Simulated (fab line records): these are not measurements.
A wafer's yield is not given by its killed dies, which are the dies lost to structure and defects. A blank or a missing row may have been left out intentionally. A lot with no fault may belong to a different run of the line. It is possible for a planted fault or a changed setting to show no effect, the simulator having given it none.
A struck lot beside a sound one || flow gf180mcu || 16 out of 602 route steps
Sound: these wafers, L267.1, L267.4, L267.6. Wafers struck: L254.1, L254.3, L254.4. Last of all comes the cause.
Order at every step that has rows: each side's tool, ch and its chambers, its first start. Under that, the readings that differ: sound wafers || struck wafers || difference of the means || sigmas: that difference in standard deviations of wafers without a fault.
alike: a reading whose means differ by less than 2 such deviations, as well as words and numbers matching on both sides. not compared: withheld readings; readings where some wafer has no value; bounds like >300 that might hide an equal value; numbers whose values overlap and for which the record gives no deviation.
Wherever a step has rows on one side only, a row that says differs or no value, or a row with sigmas, the two part there. Numbers that don't overlap but have no deviation are shown without sigmas and don't part them. Lack of a reading on every wafer of one side parts them only where that side has two or more wafers.

first, 3 steps without rows for these wafers: GF_V2_EXPOSE_11 (exposes mask Via2, target cd 260 nm); GF_V2_PEB_12 (peb time 90 s); GF_V2_DEVELOP_13 (develop time 60 s).
GF_V2_CD_MEAS_14: target cd 260 nm.
  sound: cd sem-02 at day 27 12:10; struck: cd sem-01 at day 23 08:02
  alike: cd nm
GF_V2_OVL_MEAS_15:
  sound: overlay-01 at day 27 12:17; struck: overlay-01 at day 23 08:10
  alike: V2_OVL
GF_V2_ETCH_16: etches BARC in N2/H2.
  sound on rie diel-03 ch 0,1,2, day 27 12:19; struck on rie diel-02 ch 0,2,3, day 23 08:11
  alike: drypump motor current A, oes product au, throttle valve pct
GF_V2_ETCH_17: etches SiO2 in C4F8/O2/Ar, stops on TiN, target depth 630 nm.
  sound on rie diel-03 ch 0,1,2; struck on rie diel-02 ch 0,2,3
  alike: oes product au
GF_V2_STRIP_18: strips in O2/N2.
  sound on plasma asher-03 ch 0,1, day 27 12:27; struck on plasma asher-01 ch 0,1, day 23 08:19
{"reading": "heater power w (W)", "sound": "288 311 315", "struck": "380 378 383", "difference": "+76", "sigmas": "+2"}
  alike: drypump motor current A, o2 flow sccm, oes product au
  not compared: rf hours counter h
then, 2 steps without rows for these wafers: GF_V2_STRIP_19 (strips in post etch residue remover, time 1200 s); GF_V2_CLEAN_20 (cleans in DIW).
GF_V2_SPUTTER_21: material Ti, target thk 15 nm, time 80.02 s.
  sound: pvd sputter-03 at day 27 13:01; struck: pvd sputter-03 at day 23 08:52
  alike: throttle valve pct
GF_V2_SPUTTER_22: material TiN, target thk 10 nm, time 40 s.
  sound: pvd sputter-03 at day 27 13:05; struck: pvd sputter-03 at day 23 08:55
  alike: throttle valve pct
GF_V2_CVD_23: deposits W, target thk 350 nm, time 104.94 s.
  sound on cvd w-02 ch 0,1, day 27 13:07; struck on cvd w-01 ch 0,1, day 23 08:58
  no value came back on the struck wafers for chamber pressure Torr (Torr), heater power outer w (W), heater power w (W), time s (s); on the sound wafers chamber pressure Torr (Torr) reads 39.97 40.08 40.03
GF_V2_RS_MEAS_24: measures by four-point-probe.
  sound: film metro-04 at day 27 13:14; struck: film metro-03 at day 23 09:04
{"reading": "V2_W_RS (ohm/sq)", "sound": "0.329 0.330 0.327", "struck": "43.942 44.340 43.451", "difference": "+43.582", "sigmas": "+99 or more"}
GF_V2_THK_MEAS_25: measures by xrf.
  sound: film metro-04 at day 27 13:21; struck: film metro-03 at day 23 09:11
{"reading": "V2_W_THK (nm)", "sound": "357 358 361", "struck": "<0 <0 <0", "difference": "differs", "sigmas": ""}
GF_V2_CMP_26: polishes, stops on SiO2, t overpolish 15 s, target thk 0 nm.
  sound on cmp-02 ch 0,2,3, day 27 13:31; struck on cmp-02 ch 0,1,3, day 23 09:15
{"reading": "time to endpoint s (s)", "sound": "86 84 87", "struck": "5 3 6", "difference": -81, "sigmas": -23}
  alike: motor current A

WHERE THEY PART
Earliest at GF_V2_STRIP_18; latest, in this record, at GF_V2_CMP_26.

WHY: the cause the simulator had injected
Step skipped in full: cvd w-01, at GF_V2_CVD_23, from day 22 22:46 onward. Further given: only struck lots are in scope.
